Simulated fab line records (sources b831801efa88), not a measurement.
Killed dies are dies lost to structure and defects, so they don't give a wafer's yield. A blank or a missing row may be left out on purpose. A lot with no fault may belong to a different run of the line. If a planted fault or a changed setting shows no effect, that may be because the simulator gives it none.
Problem report, 8D (eight disciplines) form, completed by code :: flow sky130 :: the parts of the form that need people (team, actions taken, sign-off) are left out

## 1. WHAT IS WRONG
oes product au at SKY_VIA3_ETCH_14 reads a mean of 0.805 a.u. on 6 wafers of 3 lots; wafers without a fault read 0.854 a.u. with a standard deviation of 0.0045. That puts it -11 standard deviations away from the usual mean.
The step: etches BARC in N2/H2, stops on SiO2, time 45.9 s, target depth 60 nm.
The first sign was on wafer L321.1 at day 43 21:46, on rie diel-02. Wafers with a number at this step in the record: 45, from 15 lots. Rule for "out" (also "out of limits"): further than 4 standard deviations from the usual mean. All remaining wafers that have a number are taken as sound.

## 2. WHAT THIS IS AND IS NOT
question: which readings at this step
is: oes product au
is not: drypump motor current A

question: which lots
is: L321, L325, L326
is not: L309, L310, L311, L312, L314, L315, L317, L318, L319, L324, L329, L331

question: which wafers of those lots
is: L321.1, L321.6, L325.1, L325.6, L326.2, L326.6
is not: L321.4, L325.5, L326.4

question: read on which tools
is: rie diel-02
is not: rie diel-03, rie diel-04

question: when
is: from day 43 21:46
is not: up to then (28 sound wafers); but 11 sound wafers of L324, L325, L326, L329, L331 came after

## 3. WHAT RULES OUT EACH SUSPECT
Counting: a tool at a process step up to the reading stays a suspect if it ran every lot that is out. Sound lots after the first of them don't rule it out here, since some wafers of a struck lot are sound.
- rie diel-02 at SKY_VIA3_ETCH_14 (etches BARC in N2/H2, stops on SiO2, time 45.9 s, target depth 60 nm): kept. It processed each lot that is out (first: L321, day 43 21:46); up to then, its last sound lot is L319 (day 43 02:40). On those wafers its own readings are out: oes product au.
After counting, what remains is rie diel-02 at SKY_VIA3_ETCH_14.

## 4. THE CAUSE (what the simulator had put in)
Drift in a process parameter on rie diel-02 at SKY_VIA3_ETCH_14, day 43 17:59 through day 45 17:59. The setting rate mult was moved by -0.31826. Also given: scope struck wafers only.
The count eliminated every tool but this one.

## 5. THE CHAIN OF EFFECTS, in route order
Each row: a reading where the mean over the struck wafers with a number is more than 3 standard deviations away from the usual. Scope: only readings with a usual standard deviation given in the record; hours: median across lots of the time from each lot's start at the first step in this table that gives one to its start at this step; sigmas: change in usual standard deviations.
hours: 0
step: SKY_VIA3_ETCH_14
reading: oes product au
usual: 0.854 a.u.
on struck wafers: 0.805
change: -0.049
sigmas: -11

hours: 0
step: SKY_VIA3_ETCH_15
reading: oes product au
usual: 0.945 a.u.
on struck wafers: 0.375
change: -0.570
sigmas: -99 or more

hours: 0
step: SKY_VIA3_STRIP_16
reading: strip time to endpoint s
usual: 4.140 s
on struck wafers: 4.288
change: +0.148
sigmas: +6.4
It contains these process steps:
- SKY_VIA3_ETCH_14: etches BARC in N2/H2, stops on SiO2, time 45.9 s, target depth 60 nm.
- SKY_VIA3_ETCH_15: etches SiO2 in C4F8/O2/Ar, stops on TiN, target depth 507 nm, time 78 s.
- SKY_VIA3_STRIP_16: strips in O2/N2.

## 6. WHAT WOULD HAVE CAUGHT IT SOONER
In this record the first reading out of limits was taken at day 43 21:46, 4 hours after the fault began at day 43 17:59.
